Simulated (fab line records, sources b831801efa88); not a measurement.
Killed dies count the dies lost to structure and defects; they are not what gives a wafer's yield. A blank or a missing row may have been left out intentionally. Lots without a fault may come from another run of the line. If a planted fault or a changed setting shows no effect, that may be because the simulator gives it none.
The tool behind it: which one? :: flow sfq line :: Sampling: 15 lots, 45 wafers, 5 of 325 route steps

== WHAT THE GAUGES READ, wafer by wafer ==
SFQ_M1_OVL_MEAS_911.
lot: L941
measured: day 13 01:13
on: overlay-02
M1_OVL (nm): -8 -7 -4

lot: L942
measured: day 13 12:01
on: overlay-02
M1_OVL (nm): 0 3 7

lot: L943
measured: day 13 14:25
on: overlay-01
M1_OVL (nm): 3 7 2

lot: L944
measured: day 13 18:01
on: overlay-02
M1_OVL (nm): -6 -3 -9

lot: L945
measured: day 13 21:37
on: overlay-02
M1_OVL (nm): -4 -9 -13

lot: L946
measured: day 14 03:37
on: overlay-02
M1_OVL (nm): 3 6 3

lot: L947
measured: day 14 14:25
on: overlay-02
M1_OVL (nm): -6 1 0

lot: L951
measured: day 16 09:37
on: overlay-01
M1_OVL (nm): -3 -3 -8

lot: L952
measured: day 16 14:25
on: overlay-02
M1_OVL (nm): -5 -13 -10

lot: L956
measured: day 17 16:49
on: overlay-02
M1_OVL (nm): 17 12 15

lot: L958
measured: day 18 06:46
on: overlay-02
M1_OVL (nm): 1 -6 -2

lot: L960
measured: day 18 17:34
on: overlay-01
M1_OVL (nm): -7 -5 -5

lot: L961
measured: day 18 23:34
on: overlay-02
M1_OVL (nm): 1 -6 -3

lot: L962
measured: day 19 02:58
on: overlay-02
M1_OVL (nm): -2 -2 -2

lot: L964
measured: day 19 13:52
on: overlay-01
M1_OVL (nm): 5 5 -2

SFQ_I1_OVL_MEAS_913.
lot: L941
measured: day 17 15:44
on: overlay-01
I1_OVL (nm): -2 -5 -5

lot: L942
measured: day 18 01:20
on: overlay-01
I1_OVL (nm): 4 1 3

lot: L943
measured: day 18 03:44
on: overlay-02
I1_OVL (nm): 1 1 2

lot: L944
measured: day 18 07:20
on: overlay-01
I1_OVL (nm): 5 -4 -10

lot: L945
measured: day 18 09:44
on: overlay-02
I1_OVL (nm): -5 -4 1

lot: L946
measured: day 18 20:32
on: overlay-01
I1_OVL (nm): -7 -6 -6

lot: L947
measured: day 19 06:08
on: overlay-02
I1_OVL (nm): -12 -8 -8

lot: L951
measured: day 21 20:55
on: overlay-01
I1_OVL (nm): 3 2 3

lot: L952
measured: day 22 00:30
on: overlay-02
I1_OVL (nm): -5 0 1

lot: L956
measured: day 23 00:30
on: overlay-02
I1_OVL (nm): 3 3 7

lot: L958
measured: day 23 13:43
on: overlay-01
I1_OVL (nm): 7 9 7

lot: L960
measured: day 24 06:30
on: overlay-01
I1_OVL (nm): 6 7 4

lot: L961
measured: day 24 08:55
on: overlay-01
I1_OVL (nm): 1 -1 7

lot: L962
measured: day 24 12:30
on: overlay-01
I1_OVL (nm): -4 2 -3

lot: L964
measured: day 24 23:19
on: overlay-01
I1_OVL (nm): -1 -2 -3

== EACH LOT AND THE TOOL THAT RAN IT (in order: tool; ch and the chambers of the sampled wafers; start) ==
lot: L941
SFQ_TRILAYER_L0_CAP_PECVD_011: pecvd-01 ch 1,2, day 3 06:07
SFQ_TRILAYER_L0_VIA_ETCH_VIA_ETCH_016: rie diel-02 ch 1,3, day 5 06:31
SFQ_TRILAYER_M0_BARC_OPEN_METAL_ETCH_031: rie metal-02 ch 0,1, day 7 12:38

lot: L942
SFQ_TRILAYER_L0_CAP_PECVD_011: pecvd-03 ch 0,1,2, day 3 13:19
SFQ_TRILAYER_L0_VIA_ETCH_VIA_ETCH_016: rie diel-04 ch 2,3, day 5 16:07
SFQ_TRILAYER_M0_BARC_OPEN_METAL_ETCH_031: rie metal-01 ch 0,1, day 7 22:14

lot: L943
SFQ_TRILAYER_L0_CAP_PECVD_011: pecvd-02 ch 0,1,2, day 3 17:06
SFQ_TRILAYER_L0_VIA_ETCH_VIA_ETCH_016: rie diel-03 ch 0,1,2, day 5 22:01
SFQ_TRILAYER_M0_BARC_OPEN_METAL_ETCH_031: rie metal-01 ch 0, day 8 04:14

lot: L944
SFQ_TRILAYER_L0_CAP_PECVD_011: pecvd-01 ch 0,1,2, day 4 00:07
SFQ_TRILAYER_L0_VIA_ETCH_VIA_ETCH_016: rie diel-04 ch 0,1,3, day 6 02:55
SFQ_TRILAYER_M0_BARC_OPEN_METAL_ETCH_031: rie metal-04 ch 0, day 8 09:02

lot: L945
SFQ_TRILAYER_L0_CAP_PECVD_011: pecvd-03 ch 0,1, day 4 03:54
SFQ_TRILAYER_L0_VIA_ETCH_VIA_ETCH_016: rie diel-02 ch 0,1,2, day 6 06:31
SFQ_TRILAYER_M0_BARC_OPEN_METAL_ETCH_031: rie metal-02 ch 0,1, day 8 10:41

lot: L946
SFQ_TRILAYER_L0_CAP_PECVD_011: pecvd-02 ch 0,1,2, day 4 09:43
SFQ_TRILAYER_L0_VIA_ETCH_VIA_ETCH_016: rie diel-02 ch 0,1,3, day 6 10:07
SFQ_TRILAYER_M0_BARC_OPEN_METAL_ETCH_031: rie metal-01 ch 0,1, day 8 15:02

lot: L947
SFQ_TRILAYER_L0_CAP_PECVD_011: pecvd-03 ch 1,2, day 4 14:31
SFQ_TRILAYER_L0_VIA_ETCH_VIA_ETCH_016: rie diel-04 ch 0,1,3, day 6 17:21
SFQ_TRILAYER_M0_BARC_OPEN_METAL_ETCH_031: rie metal-02 ch 1, day 8 23:28

lot: L951
SFQ_TRILAYER_L0_CAP_PECVD_011: pecvd-02 ch 0,2, day 5 19:30
SFQ_TRILAYER_L0_VIA_ETCH_VIA_ETCH_016: rie diel-04 ch 0,1,2, day 8 01:03
SFQ_TRILAYER_M0_BARC_OPEN_METAL_ETCH_031: rie metal-04 ch 0, day 10 11:29

lot: L952
SFQ_TRILAYER_L0_CAP_PECVD_011: pecvd-03 ch 0,1,2, day 5 22:56
SFQ_TRILAYER_L0_VIA_ETCH_VIA_ETCH_016: rie diel-04 ch 0,1, day 8 04:39
SFQ_TRILAYER_M0_BARC_OPEN_METAL_ETCH_031: rie metal-04 ch 0, day 10 16:14

lot: L956
SFQ_TRILAYER_L0_CAP_PECVD_011: pecvd-02 ch 0,1,2, day 6 21:38
SFQ_TRILAYER_L0_VIA_ETCH_VIA_ETCH_016: rie diel-03 ch 0,1,2, day 9 03:27
SFQ_TRILAYER_M0_BARC_OPEN_METAL_ETCH_031: rie metal-01 ch 0,1, day 11 15:47

lot: L958
SFQ_TRILAYER_L0_CAP_PECVD_011: pecvd-02 ch 0,1, day 7 09:31
SFQ_TRILAYER_L0_VIA_ETCH_VIA_ETCH_016: rie diel-03 ch 0,2,3, day 9 16:39
SFQ_TRILAYER_M0_BARC_OPEN_METAL_ETCH_031: rie metal-01 ch 0,1, day 12 08:31

lot: L960
SFQ_TRILAYER_L0_CAP_PECVD_011: pecvd-01 ch 0,1,2, day 7 18:10
SFQ_TRILAYER_L0_VIA_ETCH_VIA_ETCH_016: rie diel-04 ch 0,2, day 10 01:03
SFQ_TRILAYER_M0_BARC_OPEN_METAL_ETCH_031: rie metal-02 ch 0,1, day 12 19:14

lot: L961
SFQ_TRILAYER_L0_CAP_PECVD_011: pecvd-03 ch 0,1, day 8 00:11
SFQ_TRILAYER_L0_VIA_ETCH_VIA_ETCH_016: rie diel-03 ch 1,2,3, day 10 09:27
SFQ_TRILAYER_M0_BARC_OPEN_METAL_ETCH_031: rie metal-04 ch 0,1, day 13 04:50

lot: L962
SFQ_TRILAYER_L0_CAP_PECVD_011: pecvd-02 ch 0,1,2, day 8 04:59
SFQ_TRILAYER_L0_VIA_ETCH_VIA_ETCH_016: rie diel-03 ch 1,2,3, day 10 15:27
SFQ_TRILAYER_M0_BARC_OPEN_METAL_ETCH_031: rie metal-02 ch 0,1, day 13 08:26

lot: L964
SFQ_TRILAYER_L0_CAP_PECVD_011: pecvd-01 ch 0,2, day 8 16:26
SFQ_TRILAYER_L0_VIA_ETCH_VIA_ETCH_016: rie diel-02 ch 0,2, day 11 05:51
SFQ_TRILAYER_M0_BARC_OPEN_METAL_ETCH_031: rie metal-01 ch 0,1, day 14 00:02
- SFQ_TRILAYER_L0_CAP_PECVD_011: deposits SiO2 from SiH4/N2O, time 13.333 s, target thk 60 nm.
- SFQ_TRILAYER_L0_VIA_ETCH_VIA_ETCH_016: etches SiO2 in CHF3, stops on MoNx KI, target depth 80 nm.
- SFQ_TRILAYER_M0_BARC_OPEN_METAL_ETCH_031: etches BARC in O2, target depth 125 nm, time 41.7 s.

== AS READ BY THE TOOLS THEMSELVES (means over the sampled wafers that have a number; for cases with no such wafer, the mark the record gives instead) ==
SFQ_TRILAYER_L0_CAP_PECVD_011.
lot: L941
tool: pecvd-01
heater power w (W): 90
throttle valve pct (%): 23.7

lot: L942
tool: pecvd-03
heater power w (W): 86
throttle valve pct (%): 23.8

lot: L943
tool: pecvd-02
heater power w (W): 73
throttle valve pct (%): 26.3

lot: L944
tool: pecvd-01
heater power w (W): 80
throttle valve pct (%): 24.0

lot: L945
tool: pecvd-03
heater power w (W): 98
throttle valve pct (%): 23.9

lot: L946
tool: pecvd-02
heater power w (W): 77
throttle valve pct (%): 26.2

lot: L947
tool: pecvd-03
heater power w (W): 81
throttle valve pct (%): 23.8

lot: L951
tool: pecvd-02
heater power w (W): 95
throttle valve pct (%): 25.9

lot: L952
tool: pecvd-03
heater power w (W): 87
throttle valve pct (%): 24.0

lot: L956
tool: pecvd-02
heater power w (W): 79
throttle valve pct (%): 26.2

lot: L958
tool: pecvd-02
heater power w (W): 65
throttle valve pct (%): 26.1

lot: L960
tool: pecvd-01
heater power w (W): 81
throttle valve pct (%): 24.3

lot: L961
tool: pecvd-03
heater power w (W): 90
throttle valve pct (%): 24.0

lot: L962
tool: pecvd-02
heater power w (W): 78
throttle valve pct (%): 26.2

lot: L964
tool: pecvd-01
heater power w (W): 80
throttle valve pct (%): 24.2

SFQ_TRILAYER_L0_VIA_ETCH_VIA_ETCH_016.
lot: L941
tool: rie diel-02
drypump motor current A (A): 5.89
oes product au (a.u.): 0.845

lot: L942
tool: rie diel-04
drypump motor current A (A): 5.84
oes product au (a.u.): 0.844

lot: L943
tool: rie diel-03
drypump motor current A (A): 6.00
oes product au (a.u.): 0.840

lot: L944
tool: rie diel-04
drypump motor current A (A): 5.78
oes product au (a.u.): 0.845

lot: L945
tool: rie diel-02
drypump motor current A (A): 6.06
oes product au (a.u.): 0.848

lot: L946
tool: rie diel-02
drypump motor current A (A): 5.97
oes product au (a.u.): 0.839

lot: L947
tool: rie diel-04
drypump motor current A (A): 5.77
oes product au (a.u.): 0.835

lot: L951
tool: rie diel-04
drypump motor current A (A): 5.77
oes product au (a.u.): 1.010

lot: L952
tool: rie diel-04
drypump motor current A (A): 5.75
oes product au (a.u.): 0.854

lot: L956
tool: rie diel-03
drypump motor current A (A): 6.00
oes product au (a.u.): 1.002

lot: L958
tool: rie diel-03
drypump motor current A (A): 5.72
oes product au (a.u.): 0.840

lot: L960
tool: rie diel-04
drypump motor current A (A): 5.81
oes product au (a.u.): 1.000

lot: L961
tool: rie diel-03
drypump motor current A (A): 5.75
oes product au (a.u.): 0.839

lot: L962
tool: rie diel-03
drypump motor current A (A): 5.74
oes product au (a.u.): 0.840

lot: L964
tool: rie diel-02
drypump motor current A (A): 6.09
oes product au (a.u.): 0.849

SFQ_TRILAYER_M0_BARC_OPEN_METAL_ETCH_031.
lot: L941
tool: rie metal-02
drypump motor current A (A): 5.9
he backside leak sccm (sccm): 3.3
oes product au (a.u.): 0.687

lot: L942
tool: rie metal-01
drypump motor current A (A): 5.3
he backside leak sccm (sccm): 3.5
oes product au (a.u.): 0.682

lot: L943
tool: rie metal-01
drypump motor current A (A): 5.0
he backside leak sccm (sccm): 3.6
oes product au (a.u.): 0.686

lot: L944
tool: rie metal-04
drypump motor current A (A): 6.0
he backside leak sccm (sccm): 3.2
oes product au (a.u.): 0.683

lot: L945
tool: rie metal-02
drypump motor current A (A): 6.1
he backside leak sccm (sccm): 3.3
oes product au (a.u.): 0.681

lot: L946
tool: rie metal-01
drypump motor current A (A): 5.3
he backside leak sccm (sccm): 3.6
oes product au (a.u.): 0.686

lot: L947
tool: rie metal-02
drypump motor current A (A): 5.6
he backside leak sccm (sccm): 4.0
oes product au (a.u.): 0.689

lot: L951
tool: rie metal-04
drypump motor current A (A): 6.0
he backside leak sccm (sccm): 3.1
oes product au (a.u.): 0.679

lot: L952
tool: rie metal-04
drypump motor current A (A): 6.0
he backside leak sccm (sccm): 3.3
oes product au (a.u.): 0.682

lot: L956
tool: rie metal-01
drypump motor current A (A): 5.5
he backside leak sccm (sccm): 3.3
oes product au (a.u.): 0.685

lot: L958
tool: rie metal-01
drypump motor current A (A): 5.3
he backside leak sccm (sccm): 3.4
oes product au (a.u.): 0.686

lot: L960
tool: rie metal-02
drypump motor current A (A): 6.1
he backside leak sccm (sccm): 3.2
oes product au (a.u.): 0.689

lot: L961
tool: rie metal-04
drypump motor current A (A): 5.9
he backside leak sccm (sccm): 3.4
oes product au (a.u.): 0.683

lot: L962
tool: rie metal-02
drypump motor current A (A): 6.1
he backside leak sccm (sccm): 3.2
oes product au (a.u.): 0.683

lot: L964
tool: rie metal-01
drypump motor current A (A): 5.3
he backside leak sccm (sccm): 3.5
oes product au (a.u.): 0.684

== THE ANSWER, worked out from the rows above alone ==
Rule: the lots themselves supply what counts as usual. The widest of any qualifying gaps counts: lots, ordered by their means at a reading, are off when they make up no more than a third of the lots, leave a main group of 4 or more, and stand apart from it by 3 or more times the standard deviation of that group's means. If all means in a main group match to the digits the tables above print for the reading, that group is not used. Also off: a lot with no number at a reading for which 4 or more lots have one. The other lots that the step has rows for count as sound. First the gauges in route order, then the tools' own readings, where a lot's mean is used as printed above. At the first step where some lot is off, the reading lying furthest off is the one used; lots without a number count as furthest.
Off: L951, L956, L960 (SFQ_TRILAYER_L0_VIA_ETCH_VIA_ETCH_016, oes product au). For the main group the mean is 0.843 a.u. and the standard deviation 0.0051.
If a tool, at that step or one of the process steps before it, ran each lot that is off and ran no sound lot following the first of them, it fits. Of those tried, none fits.

== WHAT THE SIMULATOR HAD PUT IN ==
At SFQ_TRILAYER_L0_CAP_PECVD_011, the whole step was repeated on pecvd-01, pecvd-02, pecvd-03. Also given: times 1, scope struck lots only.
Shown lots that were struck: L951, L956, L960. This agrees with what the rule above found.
